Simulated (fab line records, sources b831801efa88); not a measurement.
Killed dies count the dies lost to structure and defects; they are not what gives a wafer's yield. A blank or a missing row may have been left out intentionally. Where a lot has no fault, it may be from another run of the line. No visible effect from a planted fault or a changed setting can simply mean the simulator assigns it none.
What tool caused it? + flow gf180mcu + Sampling: 24 lots, 72 wafers, 5 of 602 route steps

== WHAT EACH GAUGE READ, for each wafer ==
GF_V3_CD_MEAS_14: target cd 260 nm.
| lot  | measured     | on       | cdNm (nm)         |
|------|--------------|----------|-------------------|
| L074 | day 22 03:58 | cdSem-02 | 260.7 259.8 261.4 |
| L075 | day 22 12:04 | cdSem-02 | 259.8 260.8 261.1 |
| L076 | day 22 23:07 | cdSem-01 | 259.2 259.7 260.3 |
| L077 | day 23 09:01 | cdSem-02 | 260.3 261.3 261.9 |
| L078 | day 23 14:22 | cdSem-01 | 259.7 261.3 260.6 |
| L079 | day 24 06:17 | cdSem-01 | 259.3 259.7 260.2 |
| L080 | day 24 16:28 | cdSem-02 | 257.0 257.6 257.8 |
| L081 | day 24 21:02 | cdSem-01 | 258.5 258.4 257.5 |
| L082 | day 25 09:37 | cdSem-01 | 261.1 260.5 261.6 |
| L083 | day 25 13:43 | cdSem-01 | 259.2 259.8 257.8 |
| L084 | day 26 02:48 | cdSem-02 | 260.6 261.0 260.9 |
| L085 | day 26 06:47 | cdSem-02 | 259.9 261.4 261.4 |
| L086 | day 26 12:43 | cdSem-02 | 258.0 261.5 260.0 |
| L087 | day 26 20:52 | cdSem-01 | 260.6 261.5 260.6 |
| L088 | day 27 04:52 | cdSem-02 | 259.9 259.4 258.6 |
| L089 | day 27 05:57 | cdSem-01 | 259.9 258.8 260.8 |
| L090 | day 27 21:36 | cdSem-02 | 259.6 259.3 259.1 |
| L091 | day 28 06:55 | cdSem-02 | 259.2 259.3 259.6 |
| L093 | day 28 19:58 | cdSem-01 | 260.4 260.1 258.9 |
| L092 | day 28 21:34 | cdSem-02 | 260.5 260.1 261.4 |
| L094 | day 28 22:43 | cdSem-02 | 260.1 259.5 258.3 |
| L095 | day 29 06:21 | cdSem-02 | 259.2 258.3 258.6 |
| L096 | day 29 19:14 | cdSem-02 | 259.3 259.9 259.2 |
| L097 | day 29 20:20 | cdSem-02 | 260.5 261.6 259.6 |

GF_M5_OVL_MEAS_08.
| lot  | measured     | on         | M5_OVL (nm) |
|------|--------------|------------|-------------|
| L074 | day 26 01:13 | overlay-02 | 2 -3 0      |
| L075 | day 26 08:23 | overlay-01 | 0 3 3       |
| L076 | day 26 18:35 | overlay-01 | -4 -2 -10   |
| L077 | day 27 04:41 | overlay-01 | 1 5 8       |
| L078 | day 27 07:13 | overlay-01 | 0 -10 2     |
| L079 | day 27 23:53 | overlay-02 | 0 4 -2      |
| L080 | day 28 06:53 | overlay-01 | -7 -12 -10  |
| L081 | day 28 15:15 | overlay-02 | 5 4 6       |
| L082 | day 29 01:04 | overlay-02 | 5 2 -1      |
| L083 | day 29 03:04 | overlay-01 | 8 5 4       |
| L084 | day 29 17:49 | overlay-02 | 6 13 10     |
| L085 | day 29 19:26 | overlay-01 | -2 -9 -5    |
| L086 | day 29 23:34 | overlay-01 | 2 6 2       |
| L087 | day 30 10:25 | overlay-02 | -7 -1 -6    |
| L088 | day 30 15:08 | overlay-02 | 2 10 3      |
| L089 | day 30 17:53 | overlay-01 | -1 4 1      |
| L090 | day 31 05:58 | overlay-01 | 2 2 4       |
| L091 | day 31 14:40 | overlay-02 | -12 -5 -13  |
| L093 | day 32 01:08 | overlay-02 | -6 -11 -3   |
| L092 | day 32 02:32 | overlay-02 | -3 1 5      |
| L094 | day 32 04:43 | overlay-01 | 6 6 1       |
| L095 | day 32 11:07 | overlay-01 | 1 3 0       |
| L096 | day 32 22:09 | overlay-02 | -7 -12 -5   |
| L097 | day 32 23:51 | overlay-01 | 6 0 7       |

== WHAT TOOL EACH LOT RAN ON (gives the tool, then ch and the chambers of the sampled wafers, and finally the start) ==
| lot  | GF_M3_SPUTTER_01            | GF_M3_SPUTTER_03            | GF_V3_CVD_02                    |
|------|-----------------------------|-----------------------------|---------------------------------|
| L074 | pvdSputter-03, day 20 02:23 | pvdSputter-03, day 20 02:27 | pecvd-01 ch 0,1, day 21 03:52   |
| L075 | pvdSputter-04, day 20 10:46 | pvdSputter-04, day 20 10:50 | pecvd-04 ch 0,1,2, day 21 12:05 |
| L076 | pvdSputter-04, day 20 22:19 | pvdSputter-04, day 20 22:23 | pecvd-02 ch 0,1, day 21 23:23   |
| L077 | pvdSputter-03, day 21 08:35 | pvdSputter-03, day 21 08:38 | pecvd-02 ch 0,1, day 22 09:11   |
| L078 | pvdSputter-04, day 21 15:29 | pvdSputter-04, day 21 15:32 | pecvd-02 ch 0,1,2, day 22 15:45 |
| L079 | pvdSputter-01, day 22 07:28 | pvdSputter-01, day 22 07:32 | pecvd-01 ch 1,2, day 23 07:40   |
| L080 | pvdSputter-01, day 22 18:30 | pvdSputter-01, day 22 18:34 | pecvd-04 ch 0,1, day 23 18:16   |
| L081 | pvdSputter-03, day 22 23:50 | pvdSputter-03, day 22 23:53 | pecvd-02 ch 0,1, day 23 23:20   |
| L082 | pvdSputter-03, day 23 12:22 | pvdSputter-03, day 23 12:26 | pecvd-04 ch 0,2, day 24 11:32   |
| L083 | pvdSputter-03, day 23 17:07 | pvdSputter-03, day 23 17:11 | pecvd-04 ch 0,1, day 24 16:10   |
| L084 | pvdSputter-03, day 24 05:52 | pvdSputter-03, day 24 05:56 | pecvd-02 ch 1, day 25 04:51     |
| L085 | pvdSputter-04, day 24 10:46 | pvdSputter-04, day 24 10:50 | pecvd-02 ch 1,2, day 25 09:26   |
| L086 | pvdSputter-03, day 24 16:59 | pvdSputter-03, day 24 17:03 | pecvd-01 ch 1,2, day 25 14:59   |
| L087 | pvdSputter-01, day 25 02:08 | pvdSputter-01, day 25 02:12 | pecvd-01 ch 0,1, day 26 00:00   |
| L088 | pvdSputter-01, day 25 08:55 | pvdSputter-01, day 25 08:59 | pecvd-02 ch 0,1,2, day 26 07:13 |
| L089 | pvdSputter-01, day 25 11:44 | pvdSputter-01, day 25 11:48 | pecvd-02 ch 0,1, day 26 09:35   |
| L090 | pvdSputter-01, day 26 00:13 | pvdSputter-01, day 26 00:17 | pecvd-04 ch 0,1, day 26 21:33   |
| L091 | pvdSputter-03, day 26 12:49 | pvdSputter-03, day 26 12:53 | pecvd-01 ch 1,2, day 27 09:26   |
| L093 | pvdSputter-03, day 27 03:57 | pvdSputter-03, day 27 04:01 | pecvd-04 ch 0,1,2, day 28 00:25 |
| L092 | pvdSputter-01, day 27 04:16 | pvdSputter-01, day 27 04:20 | pecvd-02 ch 1,2, day 28 01:42   |
| L094 | pvdSputter-03, day 27 06:32 | pvdSputter-03, day 27 06:35 | pecvd-01 ch 1,2, day 28 02:59   |
| L095 | pvdSputter-01, day 27 13:52 | pvdSputter-01, day 27 13:56 | pecvd-02 ch 1,2, day 28 10:38   |
| L096 | pvdSputter-04, day 28 03:32 | pvdSputter-04, day 28 03:35 | pecvd-01 ch 1,2, day 29 00:16   |
| L097 | pvdSputter-01, day 28 04:39 | pvdSputter-01, day 28 04:43 | pecvd-02 ch 0,1,2, day 29 01:11 |
- GF_M3_SPUTTER_01: material TiN, target thk 30 nm, time 25 s.
- GF_M3_SPUTTER_03: material Ti, target thk 10 nm, time 6.7 s.
- GF_V3_CVD_02: deposits SiO2 from TEOS, target thk 850 nm, time 94.851 s.

== AS READ BY THE TOOLS THEMSELVES (means over the sampled wafers that have a number; for cases with no such wafer, the mark the record gives instead) ==
GF_M3_SPUTTER_01.
| lot  | tool          | throttleValvePct (%) |
|------|---------------|----------------------|
| L074 | pvdSputter-03 | 30.6                 |
| L075 | pvdSputter-04 | 29.8                 |
| L076 | pvdSputter-04 | 30.6                 |
| L077 | pvdSputter-03 | 31.1                 |
| L078 | pvdSputter-04 | 29.7                 |
| L079 | pvdSputter-01 | 30.3                 |
| L080 | pvdSputter-01 | 30.6                 |
| L081 | pvdSputter-03 | 31.2                 |
| L082 | pvdSputter-03 | 30.7                 |
| L083 | pvdSputter-03 | 30.7                 |
| L084 | pvdSputter-03 | 30.8                 |
| L085 | pvdSputter-04 | 30.8                 |
| L086 | pvdSputter-03 | 31.1                 |
| L087 | pvdSputter-01 | 29.7                 |
| L088 | pvdSputter-01 | 30.8                 |
| L089 | pvdSputter-01 | 30.5                 |
| L090 | pvdSputter-01 | 30.5                 |
| L091 | pvdSputter-03 | 30.7                 |
| L093 | pvdSputter-03 | 31.3                 |
| L092 | pvdSputter-01 | 29.4                 |
| L094 | pvdSputter-03 | 31.4                 |
| L095 | pvdSputter-01 | 31.4                 |
| L096 | pvdSputter-04 | 29.7                 |
| L097 | pvdSputter-01 | 30.6                 |

GF_M3_SPUTTER_03.
| lot  | tool          | throttleValvePct (%) |
|------|---------------|----------------------|
| L074 | pvdSputter-03 | 30.6                 |
| L075 | pvdSputter-04 | 29.7                 |
| L076 | pvdSputter-04 | 30.6                 |
| L077 | pvdSputter-03 | 31.0                 |
| L078 | pvdSputter-04 | 29.8                 |
| L079 | pvdSputter-01 | 30.2                 |
| L080 | pvdSputter-01 | 30.6                 |
| L081 | pvdSputter-03 | 30.9                 |
| L082 | pvdSputter-03 | 30.8                 |
| L083 | pvdSputter-03 | 30.9                 |
| L084 | pvdSputter-03 | 30.6                 |
| L085 | pvdSputter-04 | 30.8                 |
| L086 | pvdSputter-03 | 30.9                 |
| L087 | pvdSputter-01 | 29.9                 |
| L088 | pvdSputter-01 | 30.9                 |
| L089 | pvdSputter-01 | 30.6                 |
| L090 | pvdSputter-01 | 30.5                 |
| L091 | pvdSputter-03 | 30.5                 |
| L093 | pvdSputter-03 | 31.2                 |
| L092 | pvdSputter-01 | 29.5                 |
| L094 | pvdSputter-03 | 31.4                 |
| L095 | pvdSputter-01 | 31.3                 |
| L096 | pvdSputter-04 | 29.7                 |
| L097 | pvdSputter-01 | 30.5                 |

GF_V3_CVD_02.
| lot  | tool     | heaterPowerW (W) |
|------|----------|------------------|
| L074 | pecvd-01 | 683              |
| L075 | pecvd-04 | 641              |
| L076 | pecvd-02 | 688              |
| L077 | pecvd-02 | 690              |
| L078 | pecvd-02 | 657              |
| L079 | pecvd-01 | 706              |
| L080 | pecvd-04 | 727              |
| L081 | pecvd-02 | 699              |
| L082 | pecvd-04 | 622              |
| L083 | pecvd-04 | 695              |
| L084 | pecvd-02 | 709              |
| L085 | pecvd-02 | 700              |
| L086 | pecvd-01 | 738              |
| L087 | pecvd-01 | 676              |
| L088 | pecvd-02 | 731              |
| L089 | pecvd-02 | 712              |
| L090 | pecvd-04 | 709              |
| L091 | pecvd-01 | 662              |
| L093 | pecvd-04 | 664              |
| L092 | pecvd-02 | 683              |
| L094 | pecvd-01 | 630              |
| L095 | pecvd-02 | 720              |
| L096 | pecvd-01 | 711              |
| L097 | pecvd-02 | 720              |

== THE ANSWER, worked out from the rows above alone ==
Rule: usual is defined by the lots themselves. The widest of any qualifying gaps counts: lots, ordered by their means at a reading, are off when they make up no more than a third of the lots, leave a main group of 4 or more, and stand apart from it by 3 or more times the standard deviation of that group's means. A main group whose means are all the same, to the digits that the tables above print for the reading, isn't used. Also off: a lot with no number at a reading for which 4 or more lots have one. The other lots that the step has rows for count as sound. The gauges are gone through in route order, then the tools' own readings, and for those a lot's mean is taken as printed above. The first step at which some lot is off is used, and at that step the reading that is off furthest; a lot without a number counts as furthest.
No lot is off on any of the readings shown, so nothing can be concluded from this.

== WHAT THE SIMULATOR HAD INSERTED ==
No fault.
